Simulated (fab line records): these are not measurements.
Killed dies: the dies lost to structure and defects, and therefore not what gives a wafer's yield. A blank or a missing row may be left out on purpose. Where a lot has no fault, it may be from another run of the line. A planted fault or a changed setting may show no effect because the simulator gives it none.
Problem report, 8D (eight disciplines) form, completed by code / flow sky130 / the parts of the form that need people (team, actions taken, sign-off) are left out

## 1. THE ISSUE
At SKY_POLY_GATE_SOFTBAKE_09, plate_temp_C averages 98.04 C over 6 wafers from 2 lots, while fault-free wafers read 100.00 C, standard deviation 0.14. That puts it -14 standard deviations away from the usual mean.
The step: time 90 s.
Seen first at day 17 21:00 on litho_track-02, wafer L266.3. The record holds 39 wafers of 13 lots with a number at this step. The rule behind "out" and "out of limits": a value lying over 4 standard deviations away from the usual mean. All remaining wafers that have a number are taken as sound.

## 2. WHAT IT IS, WHAT IT ISN'T
question=which readings at this step | is=plate_temp_C, heater_power_total_W | is not=-
question=which lots | is=L266, L268 | is not=L262, L265, L267, L276, L277, L278, L279, L280, L281, L282, L284
question=which wafers of those lots | is=all that have a number | is not=-
question=read on which tools | is=litho_track-02 | is not=litho_track-03, litho_track-04
question=when | is=from day 17 21:00 | is not=up to then (9 sound wafers); but 24 sound wafers of L276, L277, L278, L279, L280, L281, L282, L284 came after

## 3. SUSPECTS, AND WHAT RULES EACH OUT
Counting: a tool stays on the suspect list if, at a process step up to the reading, it processed all lots that are out and no sound lot following the first of them.
- rie_diel-04 at SKY_SONOS_ONO_ETCH_15 (etches the open film in CHF3/O2, target depth 19.52 nm, time 7.8 s): ruled out as a lasting fault. The sound lots L277, L278, L281, L284 went through it after L266, its earliest lot that is out (day 14 13:17).
- litho_track-02 at SKY_POLY_GATE_SOFTBAKE_09 (time 90 s): ruled out as a lasting fault. The sound lots L276, L277, L280, L281, L284 went through it after L266, its earliest lot that is out (day 17 21:00).
Left after counting: nothing in the record.

## 4. THE CAUSE (what the simulator had put in)
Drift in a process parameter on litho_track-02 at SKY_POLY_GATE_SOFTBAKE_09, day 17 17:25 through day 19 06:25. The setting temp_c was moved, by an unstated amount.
Counting ruled it out, wrongly.

## 5. THE CHAIN OF EFFECTS, in route order
Rows list readings where the struck wafers' mean (over those with a number) sits beyond 3 standard deviations from the usual. Only readings whose record carries a usual standard deviation are examined. hours: median over the lots of the time between each lot's start at the first step of this table that gives one and its start at this step. sigmas: the change, counted in usual standard deviations.
hours=0; step=SKY_POLY_GATE_SOFTBAKE_09; reading=heater_power_total_W; usual=57.36 W; on struck wafers=55.94; change=-1.42; sigmas=-12
hours=0; step=SKY_POLY_GATE_SOFTBAKE_09; reading=plate_temp_C; usual=100.00 C; on struck wafers=98.04; change=-1.96; sigmas=-14
Process steps it contains:
- SKY_POLY_GATE_SOFTBAKE_09: time 90 s.
At these later measuring or inspecting steps, every struck wafer for which the step has a row has a number for every such reading, and none has moved that far: SKY_POLY_GATE_CD_MEAS_22.

## 6. HOW IT WOULD HAVE BEEN CAUGHT EARLIER
In this record no reading fell out of limits until day 17 21:00, 4 hours after the fault had begun at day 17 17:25.
